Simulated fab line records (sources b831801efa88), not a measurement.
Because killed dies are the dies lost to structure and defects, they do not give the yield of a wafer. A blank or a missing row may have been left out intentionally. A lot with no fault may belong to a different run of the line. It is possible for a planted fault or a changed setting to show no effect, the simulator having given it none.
fab line records -- flow sky130
record lots=11, wafers=33, last-day=50
route steps=708 shown VIA1@473 METAL2@501 VIA2@507 PAD_OPEN@708
lots untouched by any fault: they come from a run of this same line in which no faults occurred
start-h: hours from the record's opening day to when the first of the lot's shown wafers began -- wait-h: hours elapsed since this lot's preceding step -- " same as the row above -- L1.1+2: a row that stands for several wafers -- - value missing, or start not given -- * or withheld: withheld -- < > ~ a bound
route shown NAME@n: a module of which the file shows steps, and the number in the route of the first -- usual: average and standard deviation across the fault-free wafers -- same: alike in all rows -- chamber/n: place in a boat -- sites: each site's reading -- _std_site: the standard deviation of these -- _edge_site: mean of outer sites minus mean of inner sites -- radius-mm: how far each site lies from the wafer's centre -- mask NAME#n: copy n -- behind: the most recent tool/chamber to have shaped the wafer -- hold: the reason the lot was held/the length of the hold in hours/how it ended -- device: whichever transistor did not switch (one of n, p or np) -- end of line: at the end of the route, the tests of the same wafers -- step lacking rows: just its recipe -- killed: dies that structure and defects cost at the first sort, which is not the same as the wafer's yield -- map: dies across one wafer; x = killed, . = not, _ = none there
set.NAME: the setting the step ran with; set.NAME@STEP: the setting that earlier step ran with -- model.NAME: the simulator's own value behind a step, which no gauge read
a sample of lots followed through the steps of the route, with each step as a table and each wafer as a row
services: a tool's chamber out of use, with start hour (start-h, from the record's first day; less than 0 if before it), hours out, and reason
## steps
# step SKY_VIA1_ETCH_15
# recipe target=SiO2, chemistry=C4F8/O2/Ar, target-depth-nm=351, stop-on=TiN, mask-material=KrF-thick, source-w=1500, bias-w=1200, pressure-mtorr=40, c4f8-flow-sccm=withheld, O2_flow_sccm=6, Ar_flow_sccm=300, time-s=54
# usual oes-product-au=0.982/0.0056, rf-fwd-power-W=1483/5.6
lot.wafer,tool,chamber,start-h,wait-h,oes-product-au,rf-fwd-power-W,rf-hours-counter-h
L100.3,rie-diel-01,1,804.48,0.0,0.976,1473,15
L100.4,rie-diel-01,0,804.48,0.0,0.984,1481,-
L100.5,rie-diel-01,3,804.48,0.0,0.980,1484,-
L101.1,rie-diel-03,0,813.70,0.0,0.990,1482,23
L101.2,rie-diel-03,2,813.70,0.0,0.980,1480,5
L101.5,rie-diel-03,1,813.70,0.0,0.973,1486,-
L102.1,rie-diel-04,3,825.33,0.0,0.991,1477,12
L102.3,rie-diel-04,0,825.33,0.0,0.985,1480,7
L102.4,rie-diel-04,1,825.33,0.0,0.989,1481,10
L107.2,rie-diel-04,2,860.23,0.0,0.986,1492,11
L107.3,rie-diel-04,3,860.23,0.0,0.983,1475,12
L107.6,rie-diel-04,3,860.23,0.0,0.988,1477,-
L108.2,rie-diel-01,3,868.63,0.0,0.981,1486,9
L108.3,rie-diel-01,2,868.63,0.0,0.982,1490,10
L108.5,rie-diel-01,2,868.63,0.0,0.985,1486,-
L111.1,rie-diel-01,3,884.53,0.0,0.978,1486,10
L111.2,rie-diel-01,2,884.53,0.0,0.991,1490,11
L111.5,rie-diel-01,0,884.53,0.0,0.994,1495,-
L115.2,rie-diel-01,0,932.72,0.0,0.985,1485,4
L115.3,rie-diel-01,2,932.72,0.0,0.978,1490,12
L115.4,rie-diel-01,1,932.72,0.0,0.982,1475,18
L117.2,rie-diel-01,0,939.20,0.0,0.989,1479,4
L117.5,rie-diel-01,2,939.20,0.0,0.984,1488,-
L117.6,rie-diel-01,3,939.20,0.0,0.986,1495,-
L119.1,rie-diel-03,2,950.45,0.0,0.991,1487,9
L119.4,rie-diel-03,1,950.45,0.0,0.980,1491,11
L119.5,rie-diel-03,1,950.45,0.0,0.980,1485,-
L120.2,rie-diel-04,3,957.50,0.0,0.985,1479,15
L120.4,rie-diel-04,0,957.50,0.0,0.981,1477,11
L120.5,rie-diel-04,1,957.50,0.0,0.977,1478,-
L121.3,rie-diel-01,3,965.55,0.0,0.987,1486,12
L121.5,rie-diel-01,0,965.55,0.0,0.984,1480,-
L121.6,rie-diel-01,1,965.55,0.0,0.989,1481,-
# step SKY_METAL2_ETCH_18
# recipe chemistry=N2/H2, target=BARC, ion-energy-ev=200, bias-w=100, pressure-mtorr=30, n2-flow-sccm=100, h2-flow-sccm=200, icp-w=500, stop-on=SiO2, time-s=45.9, target-depth-a=600
# usual drypump-motor-current-A=5.8/0.37, oes-product-au=0.855/0.0045, rf-fwd-power-W=495.3/1.9, throttle-valve-pct=13.225/0.0087
lot.wafer,tool,chamber,start-h,wait-h,drypump-motor-current-A,oes-product-au,rf-fwd-power-W,rf-hours-counter-h,throttle-valve-pct
L100.3,rie-metal-02,1,832.84,0.0,5.8,0.849,495.1,-,13.226
L100.4,rie-metal-02,0,832.84,0.0,6.3,0.859,496.4,-,13.237
L100.5,rie-metal-02,0,832.84,0.0,6.3,0.855,497.9,-,13.222
L101.1,rie-metal-03,0,842.07,0.0,6.0,0.855,493.4,9,13.226
L101.2,rie-metal-03,1,842.07,0.0,5.3,0.857,494.1,5,13.226
L101.5,rie-metal-03,0,842.07,0.0,6.0,0.864,494.6,-,13.234
L102.1,rie-metal-02,1,851.98,0.0,5.8,0.860,496.7,3,13.231
L102.3,rie-metal-02,1,851.98,0.0,5.7,0.856,496.7,-,13.222
L102.4,rie-metal-02,0,851.98,0.0,6.2,0.853,494.5,-,13.218
L107.2,rie-metal-04,1,888.13,0.0,5.3,0.850,494.0,7,13.224
L107.3,rie-metal-04,0,888.13,0.0,5.7,0.852,495.2,-,13.229
L107.6,rie-metal-04,0,888.13,0.0,5.7,0.847,497.7,-,13.213
L108.2,rie-metal-03,1,896.14,0.0,5.3,0.861,494.6,8,13.217
L108.3,rie-metal-03,0,896.14,0.0,6.1,0.852,493.3,-,13.216
L108.5,rie-metal-03,0,896.14,0.0,6.1,0.857,488.9,-,13.226
L111.1,rie-metal-02,1,910.79,0.0,5.7,0.857,495.7,5,13.226
L111.2,rie-metal-02,0,910.79,0.0,6.3,0.848,497.1,10,13.226
L111.5,rie-metal-02,0,910.79,0.0,6.3,0.855,496.3,-,13.225
L115.2,rie-metal-03,1,959.09,0.0,5.3,0.863,495.6,11,13.219
L115.3,rie-metal-03,1,959.09,0.0,5.3,0.863,495.9,-,13.236
L115.4,rie-metal-03,0,959.09,0.0,6.0,0.857,492.6,-,13.221
L117.2,rie-metal-03,0,965.32,0.0,6.0,0.855,493.3,15,13.238
L117.5,rie-metal-03,0,965.32,0.0,6.0,0.861,491.8,-,13.223
L117.6,rie-metal-03,1,965.32,0.0,5.3,0.849,496.3,-,13.206
L119.1,rie-metal-03,0,975.64,0.0,6.0,0.855,493.5,16,13.217
L119.4,rie-metal-03,1,975.64,0.0,5.3,0.855,495.1,-,13.229
L119.5,rie-metal-03,0,975.64,0.0,6.0,0.849,495.3,-,13.217
L120.2,rie-metal-02,1,983.38,0.0,5.8,0.860,500.3,9,13.217
L120.4,rie-metal-02,1,983.38,0.0,5.7,0.852,498.9,-,13.230
L120.5,rie-metal-02,0,983.38,0.0,6.3,0.863,495.2,-,13.220
L121.3,rie-metal-04,0,991.45,0.0,5.7,0.852,495.0,-,13.203
L121.5,rie-metal-04,1,991.45,0.0,5.2,0.852,495.4,-,13.233
L121.6,rie-metal-04,0,991.45,0.0,5.8,0.851,495.4,-,13.227
# step SKY_VIA2_HDPCVD_00
# recipe material=SiO2, target-thk-nm=1180, sigma-open-frac=0.3, time-s=196.7, temp-c=400, sih4-flow-sccm=60, pressure-mtorr=6
# usual pressure-mtorr=6.000/0.012
lot.wafer,tool,chamber,start-h,wait-h,pressure-mtorr
L100.3,hdpcvd-02,1,833.57,0.0,5.984
L100.4,hdpcvd-02,1,833.57,0.0,5.969
L100.5,hdpcvd-02,0,833.57,0.0,5.998
L101.1,hdpcvd-02,1,842.86,0.0,5.991
L101.2,hdpcvd-02,0,842.86,0.0,6.005
L101.5,hdpcvd-02,2,842.86,0.0,6.011
L102.1,hdpcvd-01,2,852.77,0.0,5.997
L102.3,hdpcvd-01,0,852.77,0.0,5.996
L102.4,hdpcvd-01,0,852.77,0.0,5.996
L107.2,hdpcvd-01,1,888.90,0.0,5.974
L107.3,hdpcvd-01,0,888.90,0.0,5.985
L107.6,hdpcvd-01,2,888.90,0.0,6.000
L108.2,hdpcvd-01,1,896.99,0.0,6.010
L108.3,hdpcvd-01,0,896.99,0.0,6.020
L108.5,hdpcvd-01,1,896.99,0.0,5.997
L111.1,hdpcvd-01,2,911.97,0.0,5.992
L111.2,hdpcvd-01,1,911.97,0.0,6.011
L111.5,hdpcvd-01,1,911.97,0.0,6.000
L115.2,hdpcvd-01,0,959.83,0.0,5.987
L115.3,hdpcvd-01,1,959.83,0.0,6.003
L115.4,hdpcvd-01,2,959.83,0.0,5.999
L117.2,hdpcvd-02,1,966.07,0.0,6.006
L117.5,hdpcvd-02,1,966.07,0.0,6.011
L117.6,hdpcvd-02,2,966.07,0.0,5.995
L119.1,hdpcvd-02,2,976.38,0.0,5.978
L119.4,hdpcvd-02,0,976.38,0.0,6.019
L119.5,hdpcvd-02,2,976.38,0.0,5.996
L120.2,hdpcvd-02,2,984.17,0.0,6.004
L120.4,hdpcvd-02,1,984.17,0.0,5.994
L120.5,hdpcvd-02,2,984.17,0.0,6.026
L121.3,hdpcvd-02,1,992.18,0.0,5.999
L121.5,hdpcvd-02,0,992.18,0.0,5.987
L121.6,hdpcvd-02,2,992.18,0.0,6.009
# step SKY_VIA2_THK_MEAS_01
# recipe reads=SiO2_of_VIA2_HDPCVD_00
# usual VIA2_HDPCVD_THK=1179/15
lot.wafer,tool,chamber,start-h,wait-h,hold,VIA2_HDPCVD_THK[nm]
L100.3,film-metro-04,-,833.72,0.1,-,1196
L100.4,film-metro-04,-,833.72,0.1,-,1208
L100.5,film-metro-04,-,833.72,0.1,-,1182
L101.1,film-metro-03,-,842.99,0.1,-,1197
L101.2,film-metro-03,-,842.99,0.1,-,1180
L101.5,film-metro-03,-,842.99,0.1,-,1197
L102.1,film-metro-01,-,852.90,0.1,-,1177
L102.3,film-metro-01,-,852.90,0.1,-,1164
L102.4,film-metro-01,-,852.90,0.1,-,1180
L107.2,film-metro-04,-,889.04,0.1,-,1180
L107.3,film-metro-04,-,889.04,0.1,-,1190
L107.6,film-metro-04,-,889.04,0.1,-,1165
L108.2,film-metro-01,-,897.12,0.1,-,1168
L108.3,film-metro-01,-,897.12,0.1,-,1170
L108.5,film-metro-01,-,897.12,0.1,-,1163
L111.1,film-metro-01,-,912.09,0.1,-,1147
L111.2,film-metro-01,-,912.09,0.1,-,1171
L111.5,film-metro-01,-,912.09,0.1,-,1174
L115.2,film-metro-04,-,959.97,0.1,await-dispo/0.2h/release,2062
L115.3,film-metro-04,-,959.97,0.1,await-dispo/0.2h/release,1170
L115.4,film-metro-04,-,959.97,0.1,await-dispo/0.2h/release,1163
L115.2,film-metro-04,-,960.20,0.2,-,2061
L115.3,film-metro-04,-,960.20,0.2,-,1170
L115.4,film-metro-04,-,960.20,0.2,-,1164
L117.2,film-metro-04,-,966.26,0.1,-,1189
L117.5,film-metro-04,-,966.26,0.1,-,1180
L117.6,film-metro-04,-,966.26,0.1,-,1176
L119.1,film-metro-04,-,976.51,0.1,-,1182
L119.4,film-metro-04,-,976.51,0.1,-,1166
L119.5,film-metro-04,-,976.51,0.1,-,1163
L120.2,film-metro-04,-,984.31,0.1,-,1181
L120.4,film-metro-04,-,984.31,0.1,-,1191
L120.5,film-metro-04,-,984.31,0.1,-,1176
L121.3,film-metro-03,-,992.33,0.1,-,1192
L121.5,film-metro-03,-,992.33,0.1,-,1160
L121.6,film-metro-03,-,992.33,0.1,-,1164
# step SKY_VIA2_CD_MEAS_12
# recipe target-cd-nm=200
# usual cd-nm=199.6/1.5
lot.wafer,tool,chamber,start-h,wait-h,cd-nm
L100.3,cd-sem-01,-,859.13,-,199.2
L100.4,cd-sem-01,-,859.13,-,199.6
L100.5,cd-sem-01,-,859.13,-,198.8
L101.1,cd-sem-01,-,868.05,-,198.5
L101.2,cd-sem-01,-,868.05,-,200.5
L101.5,cd-sem-01,-,868.05,-,199.4
L102.1,cd-sem-01,-,879.44,-,199.2
L102.3,cd-sem-01,-,879.44,-,199.7
L102.4,cd-sem-01,-,879.44,-,199.0
L107.2,cd-sem-01,-,914.81,-,200.2
L107.3,cd-sem-01,-,914.81,-,199.0
L107.6,cd-sem-01,-,914.81,-,199.5
L108.2,cd-sem-01,-,922.41,-,198.5
L108.3,cd-sem-01,-,922.41,-,199.0
L108.5,cd-sem-01,-,922.41,-,198.5
L111.1,cd-sem-02,-,937.19,-,198.2
L111.2,cd-sem-02,-,937.19,-,198.9
L111.5,cd-sem-02,-,937.19,-,199.2
L115.2,cd-sem-01,-,984.92,-,198.6
L115.3,cd-sem-01,-,984.92,-,200.0
L115.4,cd-sem-01,-,984.92,-,200.2
L117.2,cd-sem-02,-,990.11,-,200.3
L117.5,cd-sem-02,-,990.11,-,198.8
L117.6,cd-sem-02,-,990.11,-,199.9
L119.1,cd-sem-01,-,1000.29,-,201.8
L119.4,cd-sem-01,-,1000.29,-,200.3
L119.5,cd-sem-01,-,1000.29,-,201.6
L120.2,cd-sem-02,-,1008.11,-,203.5
L120.4,cd-sem-02,-,1008.11,-,201.6
L120.5,cd-sem-02,-,1008.11,-,202.1
L121.3,cd-sem-02,-,1015.79,-,198.9
L121.5,cd-sem-02,-,1015.79,-,197.4
L121.6,cd-sem-02,-,1015.79,-,196.3
# step SKY_PAD_OPEN_PROBE_99
# usual defect-limited-yield=82.6/1.8, killed_at_M0_to_M3=44/6.9, killed_at_M4_up=3.2/1.8, killed-at-contacts=23/5.2, killed-at-front-end=15/4.5, killed-at-other=0.3/0.56, killed-dies=85/8.8, killed-open=47/6.7, killed-short=39/6.4, sort_bin_3_pad_short=0.8/0.4, sort_bin_5_function=10.2/1.3, sort_bin_6_memory=6.4/1.1, sort-n-pass=407/8.8, sort-yield-pct=82.6/1.8
# same gross-dies=492, killed-at-back-side=0, sort_bin_4_leakage[%]=0, sort_bin_8_speed[%]=0
lot.wafer,tool,chamber,start-h,wait-h,defect-limited-yield[%],killed_at_M0_to_M3,killed_at_M4_up,killed-at-contacts,killed-at-front-end,killed-at-other,killed-dies,killed-open,killed-short,sort_bin_3_pad_short[%],sort_bin_5_function[%],sort_bin_6_memory[%],sort-n-pass,sort-yield-pct[%]
L100.3,prober-02,-,1084.01,0.2,81.3,45,2,31,13,1,92,51,41,1.4,10.4,6.9,400,81.3
L100.4,prober-02,-,1084.06,0.2,83.5,45,4,18,14,0,81,34,47,1.2,9.8,5.5,411,83.5
L100.5,prober-02,-,1084.11,0.2,82.7,44,3,20,17,1,85,39,46,1.2,9.6,6.5,407,82.7
L101.1,prober-01,-,1090.88,0.1,81.5,44,1,28,18,0,91,48,43,0.4,10.4,7.7,401,81.5
L101.2,prober-01,-,1090.93,0.1,88.2,29,1,23,5,0,58,37,21,0.8,7.3,3.7,434,88.2
L101.5,prober-01,-,1091.08,0.2,85.4,40,4,24,4,0,72,43,29,1.4,8.1,5.1,420,85.4
L102.1,prober-02,-,1102.83,0.1,82.3,49,4,22,12,0,87,49,38,0.6,11.4,5.7,405,82.3
L102.3,prober-02,-,1102.93,0.2,81.9,48,1,28,12,0,89,53,36,0.4,11.0,6.7,403,81.9
L102.4,prober-02,-,1102.98,0.2,83.5,36,1,24,19,1,81,50,31,0.6,11.4,4.5,411,83.5
L107.2,prober-01,-,1128.95,0.1,83.5,42,4,22,13,0,81,44,37,0.8,9.3,6.3,411,83.5
L107.3,prober-01,-,1129.00,0.2,83.3,41,4,22,15,0,82,44,38,0.8,9.1,6.7,410,83.3
L107.6,prober-01,-,1129.15,0.2,83.7,48,2,17,13,0,80,44,36,0.4,8.1,7.7,412,83.7
L108.2,prober-02,-,1133.80,0.1,83.7,38,2,20,20,0,80,44,36,0.8,10.0,5.5,412,83.7
L108.3,prober-02,-,1133.85,0.2,84.6,39,2,20,15,0,76,48,28,0.4,8.7,6.3,416,84.6
L108.5,prober-02,-,1133.95,0.2,80.5,55,1,18,22,0,96,48,48,1.6,12.0,5.9,396,80.5
L111.1,prober-02,-,1147.33,0.1,80.1,50,4,24,19,1,98,50,48,0.8,12.8,6.3,394,80.1
L111.2,prober-02,-,1147.38,0.1,82.7,46,6,18,13,2,85,47,38,0.4,10.6,6.3,407,82.7
L111.5,prober-02,-,1147.53,0.2,83.1,41,6,23,13,0,83,53,30,0.8,10.2,5.9,409,83.1
L115.2,prober-02,-,1180.42,0.1,78.3,41,5,45,16,0,107,64,43,1.0,14.4,6.3,385,78.3
L115.3,prober-02,-,1180.47,0.2,79.3,48,6,28,20,0,102,52,50,0.6,11.4,8.7,390,79.3
L115.4,prober-02,-,1180.52,0.2,81.1,39,1,35,18,0,93,53,40,0.8,12.2,5.9,399,81.1
L117.2,prober-02,-,1184.22,0.1,82.9,40,3,21,18,2,84,47,37,0.6,11.0,5.5,408,82.9
L117.5,prober-02,-,1184.37,0.2,83.5,46,2,21,12,0,81,34,47,1.0,9.6,5.9,411,83.5
L117.6,prober-02,-,1184.42,0.2,84.8,38,0,24,13,0,75,40,35,1.0,8.7,5.5,417,84.8
L119.1,prober-01,-,1189.51,0.1,83.1,37,2,28,16,0,83,44,39,0.4,11.6,4.9,409,83.1
L119.4,prober-01,-,1189.66,0.2,83.3,46,4,24,8,0,82,43,39,1.0,9.8,5.9,410,83.3
L119.5,prober-01,-,1189.71,0.2,82.3,40,1,26,20,0,87,49,38,0.4,9.8,7.5,405,82.3
L120.2,prober-02,-,1197.46,0.1,83.7,42,3,21,14,0,80,45,35,1.6,9.3,5.3,412,83.7
L120.4,prober-02,-,1197.56,0.2,82.7,47,5,20,13,0,85,48,37,0.4,11.2,5.7,407,82.7
L120.5,prober-02,-,1197.61,0.2,82.9,49,3,20,12,0,84,53,31,0.6,10.4,6.1,408,82.9
L121.3,prober-02,-,1200.98,0.5,81.1,52,2,25,14,0,93,40,53,1.6,10.2,7.1,399,81.1
L121.5,prober-02,-,1201.08,0.5,83.1,51,2,17,13,0,83,39,44,1.2,11.0,4.7,409,83.1
L121.6,prober-02,-,1201.13,0.6,83.7,38,2,20,20,0,80,46,34,0.4,9.8,6.1,412,83.7
# killed by level:class
L100.3 LI_CONTACT:geometric-particle:open=10 VIA1:geometric-particle:open=10 CONTACT:geometric-particle:open=8 METAL1:geometric-particle:short=7 LOCAL_INTERCONNECT:geometric-particle:short=6 VIA3:geometric-particle:open=6 CONTACT:geometric-particle:short=5 VIA2:geometric-particle:open=5
L100.4 VIA2:geometric-particle:open=10 VIA1:geometric-particle:open=10 CONTACT:geometric-particle:short=7 METAL1:geometric-particle:short=7 VIA1:geometric-particle:short=6 VIA2:geometric-particle:short=6 FIELD_ISO:geometric-particle:short=5 CONTACT:geometric-particle:open=5
L100.5 VIA1:geometric-particle:open=7 FIELD_ISO:geometric-particle:short=6 CONTACT:geometric-particle:open=6 VIA1:geometric-particle:short=6 METAL1:geometric-particle:short=6 CONTACT:geometric-particle:short=5 VIA3:geometric-particle:open=5 POLY_GATE:geometric-particle:short=4
L101.1 VIA3:geometric-particle:open=10 LI_CONTACT:geometric-particle:open=9 CONTACT:geometric-particle:open=8 FIELD_ISO:geometric-particle:short=7 VIA1:geometric-particle:short=6 VIA2:geometric-particle:open=6 POLY_GATE:geometric-particle:short=5 VIA1:geometric-particle:open=5
L101.2 VIA3:geometric-particle:open=9 LI_CONTACT:geometric-particle:open=8 CONTACT:geometric-particle:open=8 VIA1:geometric-particle:short=5 CONTACT:geometric-particle:short=4 VIA1:geometric-particle:open=4 VIA2:geometric-particle:open=4 FIELD_ISO:geometric-particle:open=2
L101.5 VIA3:geometric-particle:open=13 CONTACT:geometric-particle:open=9 LOCAL_INTERCONNECT:geometric-particle:short=5 METAL1:geometric-particle:short=5 VIA1:geometric-particle:open=5 LI_CONTACT:geometric-particle:open=4 CONTACT:geometric-particle:short=4 VIA2:geometric-particle:open=4
L102.1 VIA2:geometric-particle:open=13 VIA1:geometric-particle:open=8 LOCAL_INTERCONNECT:geometric-particle:short=7 LI_CONTACT:geometric-particle:open=6 VIA3:geometric-particle:short=6 FIELD_ISO:geometric-particle:open=4 SPACER:geometric-particle:short=4 CONTACT:geometric-particle:open=4
L102.3 VIA3:geometric-particle:open=12 VIA1:geometric-particle:open=11 CONTACT:geometric-particle:open=9 CONTACT:geometric-particle:short=7 VIA2:geometric-particle:open=6 POLY_GATE:geometric-particle:short=5 POLY_GATE:geometric-particle:open=5 LI_CONTACT:geometric-particle:short=5
L102.4 CONTACT:geometric-particle:open=13 VIA1:geometric-particle:open=9 VIA3:geometric-particle:open=7 FIELD_ISO:geometric-particle:open=5 FIELD_ISO:geometric-particle:short=4 POLY_GATE:geometric-particle:short=4 POLY_GATE:geometric-particle:open=4 METAL1:geometric-particle:short=4
L107.2 VIA1:geometric-particle:open=16 LI_CONTACT:geometric-particle:open=8 LI_CONTACT:geometric-particle:short=6 VIA1:geometric-particle:short=5 VIA3:geometric-particle:open=5 VIA2:geometric-particle:open=4 FIELD_ISO:geometric-particle:open=3 FIELD_ISO:geometric-particle:short=3
L107.3 CONTACT:geometric-particle:open=10 VIA1:geometric-particle:open=9 LI_CONTACT:geometric-particle:open=7 POLY_GATE:geometric-particle:open=6 VIA1:geometric-particle:short=6 METAL1:geometric-particle:short=4 VIA2:geometric-particle:short=4 VIA2:geometric-particle:open=4
L107.6 VIA1:geometric-particle:open=11 VIA3:geometric-particle:open=8 LI_CONTACT:geometric-particle:open=7 METAL2:geometric-particle:short=7 VIA2:geometric-particle:open=7 POLY_GATE:geometric-particle:short=6 METAL1:geometric-particle:short=6 VIA1:geometric-particle:short=4
L108.2 CONTACT:geometric-particle:open=8 VIA3:geometric-particle:open=8 FIELD_ISO:geometric-particle:short=7 VIA1:geometric-particle:open=6 FIELD_ISO:geometric-particle:open=5 POLY_GATE:geometric-particle:open=5 CONTACT:geometric-particle:short=4 METAL1:geometric-particle:short=4
L108.3 VIA1:geometric-particle:open=17 CONTACT:geometric-particle:open=11 VIA3:geometric-particle:short=5 VIA1:geometric-particle:short=5 FIELD_ISO:geometric-particle:short=4 VIA2:geometric-particle:open=4 FIELD_ISO:geometric-particle:open=3 LI_CONTACT:geometric-particle:open=3
L108.5 METAL2:geometric-particle:short=10 CONTACT:geometric-particle:open=8 VIA3:geometric-particle:open=8 VIA1:geometric-particle:open=7 FIELD_ISO:geometric-particle:open=6 VIA2:geometric-particle:short=6 VIA2:geometric-particle:open=6 FIELD_ISO:geometric-particle:short=5
L111.1 CONTACT:geometric-particle:open=9 VIA1:geometric-particle:open=7 VIA3:geometric-particle:open=7 VIA2:geometric-particle:open=6 METAL2:geometric-particle:short=6 METAL1:geometric-particle:short=6 METAL3:geometric-particle:short=6 FIELD_ISO:geometric-particle:open=5
L111.2 VIA3:geometric-particle:open=11 VIA1:geometric-particle:open=8 LI_CONTACT:geometric-particle:open=6 VIA2:geometric-particle:open=6 METAL4:geometric-particle:short=5 FIELD_ISO:geometric-particle:short=4 POLY_GATE:geometric-particle:short=4 CONTACT:geometric-particle:open=4
L111.5 VIA2:geometric-particle:open=10 VIA3:geometric-particle:open=8 VIA1:geometric-particle:open=8 CONTACT:geometric-particle:short=7 CONTACT:geometric-particle:open=7 FIELD_ISO:geometric-particle:open=5 FIELD_ISO:geometric-particle:short=4 LOCAL_INTERCONNECT:geometric-particle:short=3
L115.2 CONTACT:geometric-particle:open=16 LI_CONTACT:geometric-particle:open=13 VIA2:geometric-particle:open=10 VIA1:geometric-particle:open=8 CONTACT:geometric-particle:short=7 POLY_GATE:geometric-particle:open=6 LI_CONTACT:geometric-particle:short=5 METAL1:geometric-particle:short=5
L115.3 VIA1:geometric-particle:open=13 CONTACT:geometric-particle:open=9 LI_CONTACT:geometric-particle:open=7 METAL2:geometric-particle:short=7 VIA2:geometric-particle:open=7 FIELD_ISO:geometric-particle:short=6 METAL4:geometric-particle:short=5 LOCAL_INTERCONNECT:geometric-particle:short=5
L115.4 CONTACT:geometric-particle:open=16 VIA1:geometric-particle:open=13 LI_CONTACT:geometric-particle:open=7 FIELD_ISO:geometric-particle:short=6 CONTACT:geometric-particle:short=6 LOCAL_INTERCONNECT:geometric-particle:short=5 METAL1:geometric-particle:short=5 VIA2:geometric-particle:open=4
L117.2 VIA3:geometric-particle:open=10 VIA1:geometric-particle:short=9 CONTACT:geometric-particle:open=8 LI_CONTACT:geometric-particle:open=7 VIA1:geometric-particle:open=6 FIELD_ISO:geometric-particle:short=5 FIELD_ISO:geometric-particle:open=5 METAL1:geometric-particle:short=5
L117.5 METAL1:geometric-particle:short=11 CONTACT:geometric-particle:open=11 METAL2:geometric-particle:short=8 VIA3:geometric-particle:open=7 VIA1:geometric-particle:open=6 VIA1:geometric-particle:short=5 POLY_GATE:geometric-particle:short=4 LI_CONTACT:geometric-particle:open=4
L117.6 CONTACT:geometric-particle:open=8 CONTACT:geometric-particle:short=7 VIA2:geometric-particle:open=7 VIA1:geometric-particle:open=6 METAL1:geometric-particle:open=5 METAL2:geometric-particle:short=5 POLY_GATE:geometric-particle:open=4 VIA3:geometric-particle:short=4
L119.1 VIA1:geometric-particle:open=10 CONTACT:geometric-particle:open=8 POLY_GATE:geometric-particle:short=6 LI_CONTACT:geometric-particle:open=6 VIA1:geometric-particle:short=5 POLY_GATE:geometric-particle:open=4 LOCAL_INTERCONNECT:geometric-particle:open=4 LOCAL_INTERCONNECT:geometric-particle:short=4
L119.4 CONTACT:geometric-particle:open=13 VIA1:geometric-particle:short=10 VIA1:geometric-particle:open=10 METAL1:geometric-particle:short=6 CONTACT:geometric-particle:short=5 VIA3:geometric-particle:short=5 VIA3:geometric-particle:open=5 LI_CONTACT:geometric-particle:open=4
L119.5 VIA1:geometric-particle:open=11 VIA2:geometric-particle:open=7 CONTACT:geometric-particle:open=6 FIELD_ISO:geometric-particle:short=5 FIELD_ISO:geometric-particle:open=5 CONTACT:geometric-particle:short=5 LI_CONTACT:geometric-particle:open=5 LI_CONTACT:geometric-particle:short=5
L120.2 VIA1:geometric-particle:open=13 FIELD_ISO:geometric-particle:short=6 CONTACT:geometric-particle:open=6 VIA3:geometric-particle:open=6 LI_CONTACT:geometric-particle:open=5 VIA2:geometric-particle:open=5 POLY_GATE:geometric-particle:short=4 POLY_GATE:geometric-particle:open=3
L120.4 VIA1:geometric-particle:open=9 LI_CONTACT:geometric-particle:open=8 VIA2:geometric-particle:open=7 METAL2:geometric-particle:short=6 VIA1:geometric-particle:short=6 CONTACT:geometric-particle:open=5 METAL1:geometric-particle:short=4 VIA3:geometric-particle:open=4
L120.5 VIA1:geometric-particle:open=10 VIA2:geometric-particle:open=10 VIA3:geometric-particle:open=9 CONTACT:geometric-particle:open=7 LI_CONTACT:geometric-particle:open=5 POLY_GATE:geometric-particle:short=4 CONTACT:geometric-particle:short=4 METAL1:geometric-particle:short=4
L121.3 VIA1:geometric-particle:short=13 VIA1:geometric-particle:open=10 CONTACT:geometric-particle:short=7 LI_CONTACT:geometric-particle:short=6 METAL2:geometric-particle:short=6 VIA3:geometric-particle:open=6 CONTACT:geometric-particle:open=5 METAL3:geometric-particle:short=5
L121.5 VIA1:geometric-particle:short=10 VIA2:geometric-particle:open=9 VIA1:geometric-particle:open=8 CONTACT:geometric-particle:open=6 FIELD_ISO:geometric-particle:short=5 METAL1:geometric-particle:short=5 CONTACT:geometric-particle:short=4 METAL2:geometric-particle:short=4
L121.6 LI_CONTACT:geometric-particle:open=13 VIA1:geometric-particle:open=11 METAL2:geometric-particle:short=8 POLY_GATE:geometric-particle:short=6 VIA2:geometric-particle:open=6 POLY_GATE:geometric-particle:open=5 FIELD_ISO:geometric-particle:short=4 FIELD_ISO:geometric-particle:open=3
## services
tool,chamber,start-h,hours,kind
rie-diel-01,2,796.24,8.3,repair
rie-diel-01,-,814.56,0.9,repair
rie-diel-04,2,821.85,2.5,repair
hdpcvd-01,-,828.78,0.6,repair
rie-metal-04,0,831.62,8.0,repair
rie-diel-03,3,835.57,7.0,repair
rie-metal-04,-,860.55,1.4,pm
hdpcvd-02,0,891.10,6.0,repair
rie-diel-03,-,917.19,15.6,repair
rie-diel-04,-,922.30,14.4,repair
hdpcvd-02,-,928.87,1.3,repair
hdpcvd-02,-,950.25,15.0,pm
hdpcvd-02,0,950.25,15.0,vent-cycle
hdpcvd-02,1,950.25,15.0,vent-cycle
hdpcvd-02,2,950.25,15.0,vent-cycle
hdpcvd-02,0,966.02,5.1,repair
rie-diel-03,-,974.42,0.4,repair
rie-metal-04,1,977.30,1.7,repair
rie-metal-02,-,978.75,0.7,repair
rie-diel-03,3,979.72,1.9,repair
rie-diel-04,2,982.93,2.6,repair
hdpcvd-01,-,987.20,1.2,repair
rie-diel-04,3,987.61,2.7,repair
rie-diel-01,1,991.54,3.7,repair
## key
first-sign step=SKY_VIA2_THK_MEAS_01, reading=visit, direction=added
effect step=SKY_VIA2_THK_MEAS_01, reading=VIA2_HDPCVD_THK, direction=up, sigmas=58, usual=1179, struck=2062
met-at SKY_VIA2_HDPCVD_00
struck-lots L115
struck-wafers L115.2
not-acting-at SKY_VIA1_ETCH_15,SKY_METAL2_ETCH_18,SKY_VIA2_CD_MEAS_12
onset-between 911.97 959.83
fault kind=process-parameter-drift, tool=hdpcvd-01, chamber=-, onset-h=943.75, steps=SKY_VIA2_HDPCVD_00, channel=target-thk-nm, offset=876.36, shape=step, end-h=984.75, scope=struck-wafers-only, acts-in=these-recipes-only, stated=1180
